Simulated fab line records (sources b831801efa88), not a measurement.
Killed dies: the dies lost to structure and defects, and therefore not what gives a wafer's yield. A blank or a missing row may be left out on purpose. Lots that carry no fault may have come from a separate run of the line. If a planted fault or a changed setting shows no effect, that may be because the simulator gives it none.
fab line records | flow sky130
record: lots: 12 wafers: 36 lastDay: 50
route steps=708 shown VIA2@509 METAL3@532 PAD_OPEN@708
lots that met no fault: from a run of the same line without faults
startH: hours from the record's opening day to when the first of the lot's shown wafers began | waitH: time in hours since the lot's previous step | " repeats the value in the row above | L1.1+2: a single row standing in for several wafers | - no value, or no start given | * or withheld: withheld | < > ~ a bound
route shown NAME@n: NAME is a module with steps in the file, n the number in the route of the first one | usual: mean/standard deviation taken from wafers without a fault | same: alike in all rows | chamber/n: place in a boat | sites: per-site readings | _std_site: standard deviation of those values | _edge_site: the outer-site mean with the inner-site mean subtracted | radiusMm: for every site, how far away it sits from the centre of the wafer | mask NAME#n: copy n | behind: the most recent tool/chamber to have shaped the wafer | hold: the reason the lot was held/the length of the hold in hours/how it ended | device: the n, p or np transistor that did not switch | end of line: at the end of the route, the tests of the same wafers | step lacking rows: just its recipe | killed: dies that structure and defects cost at the first sort, which is not the same as the wafer's yield | map: a wafer's dies, x killed, . not, _ none there
set.NAME: the setting the step ran with; set.NAME@STEP: the setting that earlier step ran with | model.NAME: the simulator's own value behind a step, which no gauge read
steps of the route over a sample of lots; a table a step, a row a wafer
services: from which hour (startH, from the record's first day; less than 0 if before it) a tool's chamber was out of use, for how many hours, and why
== steps ==
step: SKY_VIA2_CMP_02
recipe: material: SiO2 downForcePsi: 4 platenRpm: 60 padVelocityMS: 0.94248
usual: motorCurrentA: 11.5/1.2
columns lot.wafer tool chamber startH waitH motorCurrentA
L446.4 cmp-02 0 823.43 0.1 11.7
L446.6 " 3 " " 10.7
L446.5 " 0 " " 12.4
L449.2 cmp-02 2 863.10 0.0 9.9
L449.3 " 0 " " 12.9
L449.5 " 2 " " 9.3
L452.2 cmp-01 2 880.38 0.1 11.9
L452.3 " 3 " " 12.4
L452.6 " 1 " " 12.9
L453.2 cmp-01 2 884.13 0.1 12.8
L453.6 " 0 " " 11.6
L453.5 " 1 " " 12.2
L458.3 cmp-02 3 914.82 0.1 10.1
L458.2 " 0 " " 12.4
L458.6 " 3 " " 10.4
L460.4 cmp-02 3 923.50 0.1 10.8
L460.2 " 1 " " 12.1
L460.5 " 3 " " 11.2
L459.2 cmp-02 2 928.81 0.1 9.7
L459.3 " 3 " " 10.5
L459.4 " 0 " " 12.8
L461.2 cmp-02 1 933.78 0.0 11.7
L461.5 " 1 " " 12.0
L461.6 " 2 " " 9.6
L462.1 cmp-02 0 935.02 0.1 11.8
L462.2 " 1 " " 12.5
L462.6 " 1 " " 12.3
L463.4 cmp-02 0 947.76 0.0 12.7
L463.2 " 3 " " 10.5
L463.5 " 0 " " 12.0
L464.2 cmp-01 1 953.33 0.0 12.5
L464.1 " 2 " " 11.6
L464.4 " 3 " " 12.2
L469.1 cmp-01 2 996.71 0.1 13.1
L469.5 " 1 " " 12.9
L469.6 " 2 " " 12.2
step: SKY_VIA2_ETCH_15
recipe: target: SiO2 chemistry: C4F8/O2/Ar targetDepthNm: 546 stopOn: TiN maskMaterial: KrF-thick sourceW: 1500 biasW: 1200 pressureMtorr: 40 c4f8FlowSccm: withheld O2_flow_sccm: 6 Ar_flow_sccm: 300 timeS: 84
usual: biasW: 1200/3.4 oesProductAu: 0.939/0.005
columns lot.wafer tool chamber startH waitH biasW oesProductAu rfHoursCounterH
L446.4 rieDiel-03 3 849.64 0.0 1198 0.932 -
L446.5 " 1 " " 1205 0.940 -
L446.6 " 0 " " 1196 0.935 -
L449.2 rieDiel-03 3 888.68 0.0 1647 0.950 20
L449.3 " 2 " " 1639 0.940 1
L449.5 " 0 " " 1636 0.925 -
L452.2 rieDiel-03 0 905.40 0.0 1636 0.945 13
L452.3 " 3 " " 1644 0.939 20
L452.6 " 0 " " 1638 0.939 -
L453.2 rieDiel-03 2 909.70 0.0 1636 0.943 2
L453.5 " 3 " " 1641 0.936 -
L453.6 " 0 " " 1643 0.933 -
L458.2 rieDiel-01 0 938.75 0.0 1199 0.944 22
L458.3 " 2 " " 1203 0.944 23
L458.6 " 3 " " 1200 0.945 -
L460.2 rieDiel-01 2 948.51 0.0 1197 0.934 24
L460.4 " 0 " " 1206 0.931 -
L460.5 " 3 " " 1200 0.934 -
L459.2 rieDiel-02 3 953.25 0.0 1203 0.944 12
L459.3 " 0 " " 1200 0.933 15
L459.4 " 2 " " 1198 0.939 15
L461.2 rieDiel-02 0 958.25 0.0 1204 0.933 15
L461.5 " 1 " " 1194 0.939 -
L461.6 " 2 " " 1197 0.931 -
L462.1 rieDiel-03 2 959.61 0.0 1198 0.932 3
L462.2 " 1 " " 1199 0.938 13
L462.6 " 1 " " 1198 0.935 -
L463.2 rieDiel-01 2 972.21 0.0 1201 0.946 25
L463.4 " 3 " " 1201 0.944 11
L463.5 " 0 " " 1192 0.939 -
L464.1 rieDiel-01 3 977.71 0.0 1206 0.940 11
L464.2 " 2 " " 1192 0.942 25
L464.4 " 0 " " 1200 0.931 24
L469.1 rieDiel-03 1 1020.01 0.0 1207 0.948 15
L469.5 " 3 " " 1195 0.942 -
L469.6 " 0 " " 1201 0.938 -
step: SKY_VIA2_CVD_21
recipe: material: W targetThkNm: 420 timeS: 126.4 tempC: 400 pressureTorr: 40
usual: heaterPowerOuterW: 536/24 heaterPowerW: 909/49
columns lot.wafer tool chamber startH waitH heaterPowerOuterW heaterPowerW
L446.4 cvdW-02 0 850.37 0.0 517 906
L446.5 " 1 " " 531 811
L446.6 " 0 " " 517 879
L449.2 cvdW-02 0 889.40 0.0 524 932
L449.3 " 0 " " 501 933
L449.5 " 0 " " 531 907
L452.2 cvdW-02 0 906.13 0.0 519 915
L452.3 " 0 " " 531 901
L452.6 " 0 " " 522 898
L453.2 cvdW-02 0 910.50 0.0 512 891
L453.5 " 1 " " 522 806
L453.6 " 0 " " 529 922
L458.2 cvdW-01 1 939.47 0.0 513 910
L458.3 " 0 " " 574 963
L458.6 " 0 " " 559 938
L460.2 cvdW-02 1 949.27 0.0 530 848
L460.4 " 0 " " 511 900
L460.5 " 0 " " 521 914
L459.2 cvdW-01 1 954.00 0.0 516 915
L459.3 " 1 " " 513 890
L459.4 " 0 " " 561 964
L461.2 cvdW-01 0 959.04 0.0 573 958
L461.5 " 1 " " 505 947
L461.6 " 0 " " 568 952
L462.1 cvdW-01 1 960.41 0.0 524 895
L462.2 " 0 " " 554 942
L462.6 " 1 " " 508 910
L463.2 cvdW-01 1 972.97 0.0 514 876
L463.4 " 0 " " 572 921
L463.5 " 1 " " 511 895
L464.1 cvdW-02 0 978.62 0.0 523 923
L464.2 " 1 " " 530 832
L464.4 " 0 " " 520 911
L469.1 cvdW-02 1 1020.75 0.0 515 809
L469.5 " 1 " " 509 823
L469.6 " 0 " " 532 906
step: SKY_METAL3_SPUTTER_00
recipe: material: Ti targetThkNm: 15 powerW: 3000 timeS: 10 chamberPressurePa: 0.4
usual: throttleValvePct: 30.4/1.1
columns lot.wafer tool chamber startH waitH throttleValvePct
L446.4 pvdSputter-04 - 850.94 0.2 30.3
L446.5 " - " " 30.2
L446.6 " - " " 31.4
L449.2 pvdSputter-01 - 890.01 0.1 30.3
L449.3 " - " " 30.4
L449.5 " - " " 29.6
L452.2 pvdSputter-01 - 906.74 0.1 29.4
L452.3 " - " " 30.3
L452.6 " - " " 29.2
L453.2 pvdSputter-02 - 911.11 0.1 30.3
L453.5 " - " " 30.7
L453.6 " - " " 31.6
L458.2 pvdSputter-02 - 940.08 0.1 31.8
L458.3 " - " " 30.7
L458.6 " - " " 30.5
L460.2 pvdSputter-04 - 949.88 0.2 31.5
L460.4 " - " " 30.3
L460.5 " - " " 31.5
L459.2 pvdSputter-02 - 954.61 0.2 30.4
L459.3 " - " " 31.4
L459.4 " - " " 29.3
L461.2 pvdSputter-04 - 959.65 0.2 31.5
L461.5 " - " " 32.5
L461.6 " - " " 31.5
L462.1 pvdSputter-01 - 961.02 0.1 30.4
L462.2 " - " " 30.4
L462.6 " - " " 30.0
L463.2 pvdSputter-04 - 973.58 0.2 30.0
L463.4 " - " " 32.7
L463.5 " - " " 31.8
L464.1 pvdSputter-02 - 979.23 0.1 30.6
L464.2 " - " " 31.9
L464.4 " - " " 31.9
L469.1 pvdSputter-04 - 1021.36 0.1 32.6
L469.5 " - " " 31.6
L469.6 " - " " 32.4
step: SKY_PAD_OPEN_PROBE_99
usual: defectLimitedYield: 82.6/1.7 killed_at_M0_to_M3: 42/6.4 killed_at_M4_up: 3.2/1.9 killedAtContacts: 24/4.8 killedAtFrontEnd: 16/4.4 killedAtOther: 0.3/0.55 killedDies: 86/8.6 killedOpen: 46/6.6 killedShort: 39/5.7 sort_bin_3_pad_short: 0.8/0.41 sort_bin_5_function: 10.3/1.5 sort_bin_6_memory: 6.3/1 sortNPass: 406/8.6 sortYieldPct: 82.6/1.7
same: grossDies: 492 killedAtBackSide: 0 sort_bin_4_leakage[%]: 0 sort_bin_8_speed[%]: 0
columns lot.wafer tool chamber startH waitH defectLimitedYield[%] killed_at_M0_to_M3 killed_at_M4_up killedAtContacts killedAtFrontEnd killedAtOther killedDies killedOpen killedShort sort_bin_3_pad_short[%] sort_bin_5_function[%] sort_bin_6_memory[%] sortNPass sortYieldPct[%]
L452.2 prober-02 - 1120.31 0.1 85.2 34 2 23 14 0 73 33 40 1.0 8.3 5.5 419 85.2
L452.3 prober-02 - 1120.36 0.2 82.7 44 4 19 17 1 85 49 35 1.8 8.5 6.9 407 82.7
L452.6 prober-02 - 1120.51 0.2 81.7 40 5 32 12 1 90 49 40 1.8 10.0 6.5 402 81.7
L458.2 prober-01 - 1146.35 0.1 84.8 35 4 20 15 1 75 46 28 0.6 7.3 7.3 417 84.8
L458.3 prober-01 - 1146.40 0.2 80.1 54 0 25 18 1 98 61 36 0.8 12.0 7.1 394 80.1
L458.6 prober-01 - 1146.55 0.2 80.3 47 5 32 13 0 97 44 53 0.2 12.8 6.7 395 80.3
L460.2 prober-01 - 1153.97 0.1 81.7 47 3 22 18 0 90 40 50 0.6 10.2 7.5 402 81.7
L460.4 prober-01 - 1154.07 0.2 83.1 42 4 24 13 0 83 38 44 1.4 9.8 5.7 409 83.1
L460.5 prober-01 - 1154.12 0.2 84.1 29 2 33 14 0 78 51 26 1.0 8.3 6.5 414 84.1
L459.2 prober-02 - 1156.33 0.1 83.3 36 4 25 17 0 82 40 41 1.6 9.8 5.3 410 83.3
L459.3 prober-02 - 1156.38 0.2 82.3 48 6 23 10 0 87 42 43 0.4 10.4 6.9 405 82.3
L459.4 prober-02 - 1156.43 0.2 80.3 51 6 20 20 0 97 49 47 0.8 13.0 5.9 395 80.3
L461.2 prober-01 - 1161.36 0.1 85.8 36 4 13 17 0 70 42 27 0 8.9 5.3 422 85.8
L461.5 prober-01 - 1161.51 0.2 82.7 44 5 26 10 0 85 44 41 0.8 11.2 5.3 407 82.7
L461.6 prober-01 - 1161.56 0.2 81.5 42 3 26 20 0 91 51 40 1.0 10.8 6.7 401 81.5
L462.1 prober-02 - 1163.08 0.1 84.8 37 0 26 12 0 75 36 39 1.0 9.1 5.1 417 84.8
L462.2 prober-02 - 1163.13 0.1 82.5 41 1 23 20 1 86 50 36 0 11.6 5.9 406 82.5
L462.6 prober-02 - 1163.33 0.2 82.1 42 0 26 20 0 88 48 40 0 11.6 6.3 404 82.1
L469.1 prober-01 - 1205.04 0.1 82.7 47 1 27 10 0 85 44 40 0.8 10.4 6.1 407 82.7
L469.5 prober-01 - 1205.24 0.2 84.6 42 4 15 15 0 76 39 37 0.6 10.0 4.9 416 84.6
L469.6 prober-01 - 1205.29 0.2 85.8 32 4 24 10 0 70 36 34 0.8 7.3 6.1 422 85.8
killed by level:class
L452.2 CONTACT:geometricParticle:short=8 VIA2:geometricParticle:open=6 CONTACT:geometricParticle:open=6 VIA1:geometricParticle:open=6 FIELD_ISO:geometricParticle:short=5 POLY_GATE:geometricParticle:short=5 VIA3:geometricParticle:open=5 METAL2:geometricParticle:short=5
L452.3 VIA1:geometricParticle:open=11 VIA3:geometricParticle:open=10 CONTACT:geometricParticle:open=7 FIELD_ISO:geometricParticle:short=6 LI_CONTACT:geometricParticle:open=5 METAL1:geometricParticle:short=5 LOCAL_INTERCONNECT:geometricParticle:short=4 METAL4:geometricParticle:short=4
L452.6 CONTACT:geometricParticle:open=9 LI_CONTACT:geometricParticle:open=8 VIA1:geometricParticle:open=7 METAL1:geometricParticle:short=6 VIA3:geometricParticle:short=6 VIA3:geometricParticle:open=6 LOCAL_INTERCONNECT:geometricParticle:short=5 CONTACT:geometricParticle:short=5
L458.2 VIA1:geometricParticle:open=13 CONTACT:geometricParticle:open=7 LI_CONTACT:geometricParticle:open=5 METAL2:geometricParticle:short=5 FIELD_ISO:geometricParticle:open=4 VIA3:geometricParticle:open=4 FIELD_ISO:geometricParticle:short=3 POLY_GATE:geometricParticle:open=3
L458.3 VIA1:geometricParticle:open=14 CONTACT:geometricParticle:open=12 VIA2:geometricParticle:open=8 POLY_GATE:geometricParticle:open=7 VIA1:geometricParticle:short=5 VIA3:geometricParticle:open=4 LI_CONTACT:geometricParticle:open=4 LOCAL_INTERCONNECT:geometricParticle:short=4
L458.6 CONTACT:geometricParticle:open=9 LI_CONTACT:geometricParticle:open=8 VIA3:geometricParticle:open=8 LOCAL_INTERCONNECT:geometricParticle:short=7 CONTACT:geometricParticle:short=7 VIA1:geometricParticle:open=7 METAL1:geometricParticle:short=6 VIA1:geometricParticle:short=5
L460.2 METAL1:geometricParticle:short=11 VIA2:geometricParticle:open=10 METAL2:geometricParticle:short=8 CONTACT:geometricParticle:open=6 VIA1:geometricParticle:open=6 LI_CONTACT:geometricParticle:open=5 LI_CONTACT:geometricParticle:short=5 LOCAL_INTERCONNECT:geometricParticle:short=5
L460.4 VIA1:geometricParticle:open=11 CONTACT:geometricParticle:open=7 CONTACT:geometricParticle:short=5 METAL2:geometricParticle:short=5 VIA2:geometricParticle:open=5 FIELD_ISO:geometricParticle:short=4 METAL4:geometricParticle:short=4 LI_CONTACT:geometricParticle:open=4
L460.5 CONTACT:geometricParticle:open=18 LI_CONTACT:geometricParticle:open=7 VIA1:geometricParticle:open=7 VIA3:geometricParticle:open=6 CONTACT:geometricParticle:short=5 FIELD_ISO:geometricParticle:open=4 VIA2:geometricParticle:open=4 POLY_GATE:geometricParticle:short=3
L459.2 LI_CONTACT:geometricParticle:open=10 FIELD_ISO:geometricParticle:open=6 FIELD_ISO:geometricParticle:short=6 CONTACT:geometricParticle:open=6 VIA3:geometricParticle:short=6 METAL2:geometricParticle:short=5 VIA2:geometricParticle:open=5 CONTACT:geometricParticle:short=4
L459.3 CONTACT:geometricParticle:open=10 LI_CONTACT:geometricParticle:open=7 METAL1:geometricParticle:short=7 VIA1:geometricParticle:short=6 VIA1:geometricParticle:open=6 METAL2:geometricParticle:short=6 VIA2:geometricParticle:open=6 VIA3:geometricParticle:open=5
L459.4 VIA1:geometricParticle:open=11 CONTACT:geometricParticle:open=11 METAL2:geometricParticle:short=8 METAL1:geometricParticle:short=8 VIA2:geometricParticle:open=6 FIELD_ISO:geometricParticle:short=5 POLY_GATE:geometricParticle:short=5 LI_CONTACT:geometricParticle:open=5
L461.2 VIA1:geometricParticle:open=8 CONTACT:geometricParticle:open=7 FIELD_ISO:geometricParticle:open=6 FIELD_ISO:geometricParticle:short=6 VIA2:geometricParticle:open=5 LI_CONTACT:geometricParticle:open=4 METAL1:geometricParticle:short=4 VIA1:geometricParticle:short=3
L461.5 CONTACT:geometricParticle:open=10 VIA1:geometricParticle:open=10 VIA1:geometricParticle:short=8 LI_CONTACT:geometricParticle:open=7 CONTACT:geometricParticle:short=5 METAL4:geometricParticle:short=5 METAL2:geometricParticle:short=5 LOCAL_INTERCONNECT:geometricParticle:short=4
L461.6 CONTACT:geometricParticle:open=11 VIA1:geometricParticle:open=8 VIA2:geometricParticle:open=8 FIELD_ISO:geometricParticle:short=7 VIA3:geometricParticle:open=6 POLY_GATE:geometricParticle:open=5 POLY_GATE:geometricParticle:short=5 LI_CONTACT:geometricParticle:open=5
L462.1 METAL1:geometricParticle:short=9 CONTACT:geometricParticle:short=8 VIA1:geometricParticle:open=8 CONTACT:geometricParticle:open=7 LI_CONTACT:geometricParticle:open=5 VIA3:geometricParticle:open=5 FIELD_ISO:geometricParticle:open=4 VIA2:geometricParticle:short=4
L462.2 VIA1:geometricParticle:open=10 CONTACT:geometricParticle:open=10 VIA3:geometricParticle:open=7 VIA2:geometricParticle:open=6 FIELD_ISO:geometricParticle:short=5 LI_CONTACT:geometricParticle:open=5 METAL1:geometricParticle:short=5 FIELD_ISO:geometricParticle:open=4
L462.6 VIA1:geometricParticle:open=13 CONTACT:geometricParticle:open=10 VIA1:geometricParticle:short=8 LI_CONTACT:geometricParticle:open=7 VIA2:geometricParticle:open=6 FIELD_ISO:geometricParticle:short=5 FIELD_ISO:geometricParticle:open=5 LOCAL_INTERCONNECT:geometricParticle:short=5
L469.1 VIA1:geometricParticle:short=13 CONTACT:geometricParticle:open=12 VIA1:geometricParticle:open=10 METAL2:geometricParticle:short=8 LI_CONTACT:geometricParticle:open=5 LOCAL_INTERCONNECT:geometricParticle:short=5 VIA2:geometricParticle:open=5 VIA3:geometricParticle:open=4
L469.5 VIA1:geometricParticle:open=8 CONTACT:geometricParticle:open=7 METAL1:geometricParticle:short=7 POLY_GATE:geometricParticle:open=6 METAL2:geometricParticle:short=5 VIA1:geometricParticle:short=5 LI_CONTACT:geometricParticle:open=4 VIA3:geometricParticle:open=4
L469.6 VIA1:geometricParticle:open=7 CONTACT:geometricParticle:open=6 FIELD_ISO:geometricParticle:short=5 LI_CONTACT:geometricParticle:short=5 LI_CONTACT:geometricParticle:open=5 VIA2:geometricParticle:open=5 METAL2:geometricParticle:short=5 VIA3:geometricParticle:open=5
== services ==
columns tool chamber startH hours kind
cmp-01 - 806.23 4.0 pm
rieDiel-01 - 813.41 2.8 pm
cvdW-02 0 814.78 11.1 repair
cmp-02 - 814.81 1.1 repair
cmp-02 - 817.89 4.6 pm
cmp-02 - 827.11 2.0 repair
cmp-01 - 827.75 5.2 repair
cvdW-01 - 849.63 6.9 pm
rieDiel-03 3 859.84 3.5 repair
rieDiel-03 0 874.78 11.9 repair
rieDiel-01 1 876.91 86.9 repair
cvdW-01 - 904.00 14.0 pm
pvdSputter-04 - 909.72 5.0 repair
cvdW-02 - 925.78 2.8 pm
rieDiel-03 1 929.57 8.1 repair
cmp-02 - 935.33 0.6 repair
rieDiel-03 0 941.26 2.2 repair
pvdSputter-04 - 953.60 0.5 repair
cmp-02 - 965.66 5.7 pm
cmp-02 - 994.07 4.6 repair
rieDiel-03 - 1007.99 0.1 repair
rieDiel-03 1 1009.87 3.2 repair
cmp-02 - 1010.64 0.8 repair
rieDiel-03 3 1011.49 8.2 repair
== key ==
firstSign: step: SKY_VIA2_ETCH_15 reading: biasW direction: up sigmas: 99+ usual: 1200 struck: 1640
effect none on later readings
metAt SKY_VIA2_ETCH_15
struckLots L449,L452,L453
notActingAt SKY_VIA2_CMP_02,SKY_VIA2_CVD_21,SKY_METAL3_SPUTTER_00
onsetBetween 849.64 888.68
fault: kind: processParameterDrift tool: rieDiel-03 chamber: - onsetH: 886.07 steps: SKY_VIA2_ETCH_15 channel: biasW offset: 439.46 shape: step endH: 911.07 actsIn: theseRecipesOnly stated: 1200
